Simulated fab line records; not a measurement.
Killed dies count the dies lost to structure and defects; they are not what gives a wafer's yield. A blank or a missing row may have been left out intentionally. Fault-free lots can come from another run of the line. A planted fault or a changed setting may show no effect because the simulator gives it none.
A single fault, viewed from 2 desks :: flow gf180mcu :: numbers are kept per desk, each desk with only its own; the story behind them comes last

## AT THE TOOL OWNER'S DESK: furnace-02
The tool's own readings at GF_STI_OXIDATION_29 (stabilise 600 s, purge 300 s, target thk 10 nm): means of the sampled wafers that have a number, for each lot that ran on this tool. If a lot's mean is further than 4 standard deviations from the usual mean, the lot is out of limits and carries the mark OUT (the distance appears in the brackets). Shown are 7 of the 11 readings it has, namely the first that went out of limits plus those furthest out on some lot.
Columns: A = spike tc bottom C at GF_STI_OXIDATION_29, usual 915.9 C; B = spike tc centre C at GF_STI_OXIDATION_29, usual 901.4 C; C = spike tc lower C at GF_STI_OXIDATION_29, usual 898.9 C; D = spike tc top C at GF_STI_OXIDATION_29, usual 914 C; E = spike tc upper C at GF_STI_OXIDATION_29, usual 900.6 C; F = tube center temp C at GF_STI_OXIDATION_29, usual 900 C; G = tube_center_temp_C_max at GF_STI_OXIDATION_29, usual 902.3
lot: L114
first seen here: day 2 20:31
A: 918.2
B: 901.8
C: 899.9
D: 918
E: 901.6
F: 900
G: 902.7

lot: L116
first seen here: day 3 09:02
A: 916.8
B: 902.1
C: 900.3
D: 918
E: 901.9
F: 900
G: 902.6

lot: L117
first seen here: day 3 13:31
A: 822.9 (-40) OUT
B: 807.2 (-86) OUT
C: 804.6 (-67) OUT
D: 824 (-21) OUT
E: 805.8 (-59) OUT
F: 804 (-99 or more) OUT
G: 806.7 (-99 or more) OUT

lot: L120
first seen here: day 4 04:31
A: 822.7 (-41) OUT
B: 806.7 (-86) OUT
C: 802.8 (-69) OUT
D: 824 (-21) OUT
E: 805.3 (-60) OUT
F: 804 (-99 or more) OUT
G: 806.5 (-99 or more) OUT

lot: L134
first seen here: day 7 02:55
A: 917.3
B: 900.8
C: 899.7
D: 918
E: 902.1
F: 900
G: 902.1
Finding of this desk: L117, L120 out of limits; the first was L117 at day 3 13:31, on spike tc bottom C at GF_STI_OXIDATION_29. In limits: L114, L116, L134.

## AT THE METROLOGY DESK
What the gauges read, lot by lot, whatever tool the lot ran on: means of the sampled wafers that have a number. If a lot's mean is further than 4 standard deviations from the usual mean, the lot is out of limits and carries the mark OUT (the distance appears in the brackets).
Columns: A = STI_OXIDATION_02_THK at GF_STI_THK_MEAS_30, usual 10.12 nm
lot: L112
first seen here: day 2 13:13
A: 10.03

lot: L113
first seen here: day 2 18:55
A: 10.29

lot: L114
first seen here: day 2 21:56
A: 10.09

lot: L115
first seen here: day 3 02:08
A: 10.12

lot: L116
first seen here: day 3 10:27
A: 10.17

lot: L117
first seen here: day 3 14:55
A: 3.14 (-39) OUT

lot: L120
first seen here: day 4 05:55
A: 3.22 (-38) OUT

lot: L122
first seen here: day 4 15:01
A: 10.22

lot: L125
first seen here: day 5 07:49
A: 10.00

lot: L133
first seen here: day 6 23:44
A: 10.25

lot: L134
first seen here: day 7 04:19
A: 10.29
This desk finds L117, L120 out of limits, with the earliest case on L117 at day 3 14:55 (STI_OXIDATION_02_THK at GF_STI_THK_MEAS_30). In limits: L112, L113, L114, L115, L116, L122, L125, L133, L134.

## ALL TOGETHER
The tool owner's desk had the chance to raise an alarm at day 3 13:31 on L117, L120.
L117, L120 would have let the metrology desk raise an alarm at day 3 14:55.
All the named lots went through GF_STI_OXIDATION_29 on furnace-02.

## WHAT THE SIMULATOR PUT IN
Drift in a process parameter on furnace-02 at GF_STI_OXIDATION_29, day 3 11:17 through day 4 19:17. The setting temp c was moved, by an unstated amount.
Shown lots that were struck: L117, L120.
Delay (hours) between the fault's onset and each desk's first out-of-limits reading: 2 at the tool owner's desk, 4 at the metrology desk.
